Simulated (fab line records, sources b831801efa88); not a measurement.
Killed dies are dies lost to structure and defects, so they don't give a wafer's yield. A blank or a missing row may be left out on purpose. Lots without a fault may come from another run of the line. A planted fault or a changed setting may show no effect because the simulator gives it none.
fab line records | flow sky130
record lots=13 wafers=39 last_day=51
route steps=708 shown LOCAL_INTERCONNECT@387
lots that met no fault: from a run of the same line without faults
start_h: hours from the record's first day to the start of the lot's first wafer shown | wait_h: hours since the lot's step before | " the same as in the row above | L1.1+2: a row that stands for several wafers | - no value, or no start given | * or withheld: withheld | < > ~ a bound
route shown NAME@n: a module of which the file shows steps, and the number in the route of the first | usual: mean/standard deviation of fault-free wafers | same: alike in all rows | chamber/n: place in a boat | sites: the reading at each site | _std_site: their standard deviation | _edge_site: outer sites' mean less inner sites' | radius_mm: how far each site lies from the wafer's centre | mask NAME#n: copy n | behind: the tool/chamber that last shaped the wafer | hold: why the lot was held/for how many hours/how that ended | device: the transistor (n, p or np) that didn't switch | end of line: the same wafers' tests at the end of the route | a step without rows: its recipe alone | killed: dies lost to structure and defects at the first sort, not the wafer's yield | map: a wafer's dies, x killed, . not, _ none there
set.NAME: the setting as run; set.NAME@STEP: as run at that earlier step | model.NAME: the simulator's own value behind a step, which no gauge read
steps of the route over a sample of lots; a table a step, a row a wafer
services: from which hour (start_h, from the record's first day; less than 0 if before it) a tool's chamber was out of use, for how many hours, and why
## steps
# step SKY_LOCAL_INTERCONNECT_SPUTTER_00
# recipe material=TiN target_thk_nm=100 temp_c=300 power_w=6500 time_s=83.3 chamber_pressure_pa=0.4
# usual throttle_valve_pct=29.9/1.6
# columns lot.wafer tool chamber start_h wait_h throttle_valve_pct
L708.1 pvd_sputter-02 - 712.66 0.2 27.1
L708.3 " - " " 33.0
L708.5 " - " " 26.9
L710.3 pvd_sputter-01 - 721.29 0.1 28.4
L710.5 " - " " 30.7
L710.6 " - " " 30.1
L711.1 pvd_sputter-04 - 731.11 0.2 30.8
L711.4 " - " " 30.6
L711.5 " - " " 28.7
L712.1 pvd_sputter-01 - 736.39 0.2 30.7
L712.2 " - " " 30.1
L712.3 " - " " 27.9
L713.1 pvd_sputter-04 - 740.85 0.2 30.7
L713.3 " - " " 30.5
L713.4 " - " " 28.6
L714.1 pvd_sputter-02 - 754.48 0.2 33.0
L714.2 " - " " 28.8
L714.3 " - " " 28.8
L717.3 pvd_sputter-04 - 781.19 0.1 28.5
L717.4 " - " " 31.4
L717.5 " - " " 28.6
L724.1 pvd_sputter-02 - 826.74 0.2 32.8
L724.5 " - " " 29.2
L724.6 " - " " 27.0
L725.1 pvd_sputter-02 - 832.66 0.1 27.0
L725.3 " - " " 28.8
L725.5 " - " " 32.7
L726.2 pvd_sputter-01 - 845.06 0.1 30.5
L726.3 " - " " 28.2
L726.6 " - " " 30.9
L728.2 pvd_sputter-02 - 856.26 0.1 33.0
L728.3 " - " " 27.1
L728.6 " - " " 27.4
L729.4 pvd_sputter-04 - 862.14 0.2 28.7
L729.5 " - " " 31.0
L729.6 " - " " 30.5
L730.1 pvd_sputter-04 - 872.63 0.1 31.5
L730.3 " - " " 30.6
L730.5 " - " " 28.7
# step SKY_LOCAL_INTERCONNECT_RS_MEAS_01
# recipe thk_meas_gauge=four-point-probe reads=TiN_of_LOCAL_INTERCONNECT_SPUTTER_00
# usual LOCAL_INTERCONNECT_TIN_RS=14.10/0.12
# columns lot.wafer tool chamber start_h wait_h hold LOCAL_INTERCONNECT_TIN_RS[ohm/sq]
L708.1 film_metro-03 - 712.72 0.0 - 14.14
L708.3 " - " " - 14.03
L708.5 " - " " - 14.26
L710.3 film_metro-01 - 721.39 0.1 - 14.16
L710.5 " - " " - 13.98
L710.6 " - " " - 14.00
L711.1 film_metro-01 - 731.18 0.0 - 14.10
L711.4 " - " " - 14.05
L711.5 " - " " - 14.16
L712.1 film_metro-04 - 736.45 0.0 - 14.12
L712.2 " - " " - 13.98
L712.3 " - " " - 14.13
L713.1 film_metro-04 - 740.92 0.0 - 14.11
L713.3 " - " " - 14.00
L713.4 " - " " - 14.07
L714.1 film_metro-04 - 754.54 0.0 - 13.99
L714.2 " - " " - 13.98
L714.3 " - " " - 14.12
L717.3 film_metro-04 - 781.29 0.1 await_dispo/0.2h/release 15.44
L717.4 " - " " await_dispo/0.2h/release 13.81
L717.5 " - " " await_dispo/0.2h/release 13.94
L717.3 film_metro-04 - 781.58 0.3 - 15.39
L717.4 " - " " - 13.81
L717.5 " - " " - 13.89
L724.1 film_metro-01 - 826.80 0.0 - 14.00
L724.5 " - " " - 14.14
L724.6 " - " " - 14.18
L725.1 film_metro-04 - 832.72 0.0 - 14.19
L725.3 " - " " - 14.20
L725.5 " - " " - 13.86
L726.2 film_metro-01 - 845.14 0.1 - 13.93
L726.3 " - " " - 13.89
L726.6 " - " " - 13.89
L728.2 film_metro-01 - 856.34 0.1 - 14.07
L728.3 " - " " - 14.14
L728.6 " - " " - 14.06
L729.4 film_metro-04 - 862.23 0.1 - 14.31
L729.5 " - " " - 14.30
L729.6 " - " " - 14.13
L730.1 film_metro-04 - 872.70 0.0 - 14.08
L730.3 " - " " - 14.10
L730.5 " - " " - 14.22
# step SKY_LOCAL_INTERCONNECT_THK_MEAS_02
# recipe thk_meas_gauge=xrf reads=TiN_of_LOCAL_INTERCONNECT_SPUTTER_00
# usual LOCAL_INTERCONNECT_TIN_THK=101.4/0.93
# columns lot.wafer tool chamber start_h wait_h hold LOCAL_INTERCONNECT_TIN_THK[nm]
L708.1 film_metro-03 - 712.84 0.1 - 101.2
L708.3 " - " " - 101.9
L708.5 " - " " - 100.5
L710.3 film_metro-01 - 721.49 0.1 - 101.3
L710.5 " - " " - 102.1
L710.6 " - " " - 101.7
L711.1 film_metro-01 - 731.30 0.1 - 101.7
L711.4 " - " " - 102.2
L711.5 " - " " - 101.4
L712.1 film_metro-04 - 736.57 0.1 - 101.2
L712.2 " - " " - 101.8
L712.3 " - " " - 101.0
L713.1 film_metro-04 - 741.04 0.1 - 101.2
L713.3 " - " " - 101.7
L713.4 " - " " - 101.2
L714.1 film_metro-04 - 754.66 0.1 - 102.1
L714.2 " - " " - 102.2
L714.3 " - " " - 101.2
L717.3 film_metro-04 - 784.30 2.7 await_dispo/0.2h/release 92.7
L717.4 " - " " await_dispo/0.2h/release 103.6
L717.5 " - " " await_dispo/0.2h/release 102.3
L717.3 film_metro-04 - 784.53 0.2 - 92.8
L717.4 " - " " - 103.3
L717.5 " - " " - 102.3
L724.1 film_metro-01 - 826.92 0.1 - 101.6
L724.5 " - " " - 101.1
L724.6 " - " " - 100.5
L725.1 film_metro-04 - 832.84 0.1 - 100.9
L725.3 " - " " - 100.8
L725.5 " - " " - 102.9
L726.2 film_metro-01 - 845.25 0.1 - 103.1
L726.3 " - " " - 103.4
L726.6 " - " " - 103.1
L728.2 film_metro-01 - 856.45 0.1 - 101.9
L728.3 " - " " - 102.0
L728.6 " - " " - 101.8
L729.4 film_metro-04 - 862.32 0.1 - 100.1
L729.5 " - " " - 99.8
L729.6 " - " " - 100.9
L730.1 film_metro-04 - 872.82 0.1 - 101.0
L730.3 " - " " - 101.0
L730.5 " - " " - 100.5
# step SKY_LOCAL_INTERCONNECT_METAL_ETCH_14
# recipe target_depth_nm=110 stop_on=PSG chemistry=Cl2/BCl3 target=TiN resist_sidewall_deg=88 pressure_mtorr=10 icp_w=900 bias_w=48.5 Cl2_flow_sccm=60 bcl3_flow_sccm=30 time_s=31.4
# usual drypump_motor_current_A=5.85/0.17 oes_product_au=0.943/0.0064 throttle_valve_pct=21.900/0.0092
# columns lot.wafer tool chamber start_h wait_h drypump_motor_current_A oes_product_au rf_hours_counter_h throttle_valve_pct
L708.1 rie_metal-04 0 741.97 0.1 5.72 0.942 2 21.907
L708.3 " 0 " " 5.73 0.949 - 21.896
L708.5 " 0 " " 5.73 0.939 - 21.896
L710.3 rie_metal-02 0 750.38 0.0 5.88 0.942 - 21.912
L710.5 " 0 " " 5.84 0.952 - 21.872
L710.6 " 1 " " 5.97 0.954 - 21.893
L711.1 rie_metal-02 1 760.11 0.0 6.02 0.942 9 21.878
L711.4 " 0 " " 5.84 0.944 - 21.904
L711.5 " 0 " " 5.86 0.936 - 21.906
L712.1 rie_metal-01 0 764.58 0.0 5.77 0.949 6 21.916
L712.2 " 1 " " 6.04 0.941 12 21.897
L712.3 " 1 " " 6.06 0.938 - 21.899
L713.1 rie_metal-01 0 769.62 0.0 5.77 0.949 6 21.907
L713.3 " 1 " " 6.04 0.946 - 21.903
L713.4 " 0 " " 5.78 0.939 - 21.896
L714.1 rie_metal-02 0 783.33 0.0 5.89 0.946 2 21.902
L714.2 " 1 " " 6.04 0.949 10 21.896
L714.3 " 1 " " 6.06 0.937 - 21.916
L717.3 rie_metal-01 1 808.83 0.0 6.07 0.892 - 21.928
L717.4 " 0 " " 5.76 0.949 - 21.896
L717.5 " 1 " " 6.04 0.942 - 21.891
L724.1 rie_metal-04 0 853.79 0.1 5.72 0.953 6 21.903
L724.5 " 0 " " 5.71 0.940 - 21.913
L724.6 " 0 " " 5.73 0.941 - 21.907
L725.1 rie_metal-02 1 859.41 0.0 6.02 0.931 12 21.891
L725.3 " 1 " " 6.05 0.934 - 21.912
L725.5 " 0 " " 5.90 0.949 - 21.897
L726.2 rie_metal-04 0 872.56 0.1 5.77 0.955 - 21.894
L726.3 " 0 " " 5.73 0.949 - 21.915
L726.6 " 0 " " 5.74 0.955 - 21.903
L728.2 rie_metal-01 0 883.13 0.0 5.78 0.936 10 21.890
L728.3 " 1 " " 6.04 0.942 - 21.911
L728.6 " 1 " " 6.04 0.943 - 21.893
L729.4 rie_metal-04 0 888.63 0.0 5.74 0.933 - 21.890
L729.5 " 0 " " 5.75 0.935 - 21.911
L729.6 " 1 " " 5.57 0.940 - 21.905
L730.1 rie_metal-02 1 899.03 0.0 6.06 0.937 14 21.903
L730.3 " 0 " " 5.85 0.947 - 21.914
L730.5 " 1 " " 6.08 0.934 - 21.899
## services
# columns tool chamber start_h hours kind
rie_metal-02 0 721.07 - clean
rie_metal-02 0 721.07 19.5 scheduled_down
rie_metal-02 0 721.07 19.5 vent_cycle
rie_metal-04 1 734.55 11.5 repair
rie_metal-01 - 829.61 0.4 repair
rie_metal-04 0 830.66 21.1 repair
rie_metal-04 1 851.80 - clean
rie_metal-04 1 851.80 25.8 scheduled_down
rie_metal-04 1 851.80 25.8 vent_cycle
pvd_sputter-04 - 867.48 2.8 repair
## key
first_sign step=SKY_LOCAL_INTERCONNECT_RS_MEAS_01 reading=visit direction=added
effect step=SKY_LOCAL_INTERCONNECT_RS_MEAS_01 reading=LOCAL_INTERCONNECT_TIN_RS direction=up sigmas=11 usual=14.10 struck=15.44
effect step=SKY_LOCAL_INTERCONNECT_THK_MEAS_02 reading=visit direction=added
effect step=SKY_LOCAL_INTERCONNECT_THK_MEAS_02 reading=LOCAL_INTERCONNECT_TIN_THK direction=down sigmas=9.4 usual=101.4 struck=92.7
effect step=SKY_LOCAL_INTERCONNECT_METAL_ETCH_14 reading=oes_product_au direction=down sigmas=7.9 usual=0.943 struck=0.892
met_at SKY_LOCAL_INTERCONNECT_SPUTTER_00
struck_lots L717
struck_wafers L717.3
tester_left_out L717
onset_between 740.85 781.19
fault kind=process_parameter_drift tool=pvd_sputter-04 chamber=- onset_h=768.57 steps=SKY_LOCAL_INTERCONNECT_SPUTTER_00 channel=time_s offset=* shape=step end_h=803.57 scope=struck_wafers_only acts_in=* stated=*
# tester_left_out: of these lots the tester's yield and bins aren't shown, on N5 and GAA mostly nor the transistor test; their killed dies are dies lost to structure and defects alone, not to doping, threshold or leakage, so they don't give the yield
